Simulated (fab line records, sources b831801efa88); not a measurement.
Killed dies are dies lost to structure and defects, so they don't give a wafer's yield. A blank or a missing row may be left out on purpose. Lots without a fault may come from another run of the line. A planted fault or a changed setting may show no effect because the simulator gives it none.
Which tool did it? | flow sky130 | 6 lots, 18 wafers sampled, at 2 steps of a route of 708

WHAT THE GAUGES READ, wafer by wafer
SKY_VIA4_THK_MEAS_20: measures by xrf.
lot  | measured     | on            | VIA4_W_THK (nm)
L358 | day 43 06:44 | film_metro-01 | 525 519 527
L360 | day 43 14:34 | film_metro-01 | 513 508 510
L364 | day 44 21:13 | film_metro-01 | 508 506 507
L376 | day 48 01:38 | film_metro-01 | 515 515 513
L378 | day 48 11:56 | film_metro-01 | 504 503 508
L380 | day 48 19:26 | film_metro-01 | 515 512 513

WHICH TOOL RAN EACH LOT (tool, then ch and the chambers of the sampled wafers, then the start)
lot  | SKY_METAL4_ETCH_16
L358 | rie_metal-02 ch 0, day 42 04:33
L360 | rie_metal-03 ch 0,1, day 42 12:35
L364 | rie_metal-01 ch 0,1, day 43 21:18
L376 | rie_metal-02 ch 0,1, day 47 03:29
L378 | rie_metal-02 ch 0,1, day 47 14:46
L380 | rie_metal-03 ch 0,1, day 47 22:35
- SKY_METAL4_ETCH_16: etches BARC in N2/H2, stops on SiO2, time 88.2 s, target depth 60 nm.

THE ANSWER, worked out from the rows above alone
Rule: what is usual is taken from the lots themselves. Put in order of their means at a reading, lots are off if they are a third of the lots or fewer, leave a main group of 4 or more, and stand apart from it by a gap of 3 or more times the standard deviation of the main group's means; of several such gaps the widest counts. A main group whose means are all the same, to the digits that the tables above print for the reading, isn't used. A lot without any number at a reading at which 4 lots or more have one is off too. The other lots that the step has rows for count as sound.
No lot is off at any reading shown: from this, nothing can be told.

WHAT THE SIMULATOR HAD PUT IN
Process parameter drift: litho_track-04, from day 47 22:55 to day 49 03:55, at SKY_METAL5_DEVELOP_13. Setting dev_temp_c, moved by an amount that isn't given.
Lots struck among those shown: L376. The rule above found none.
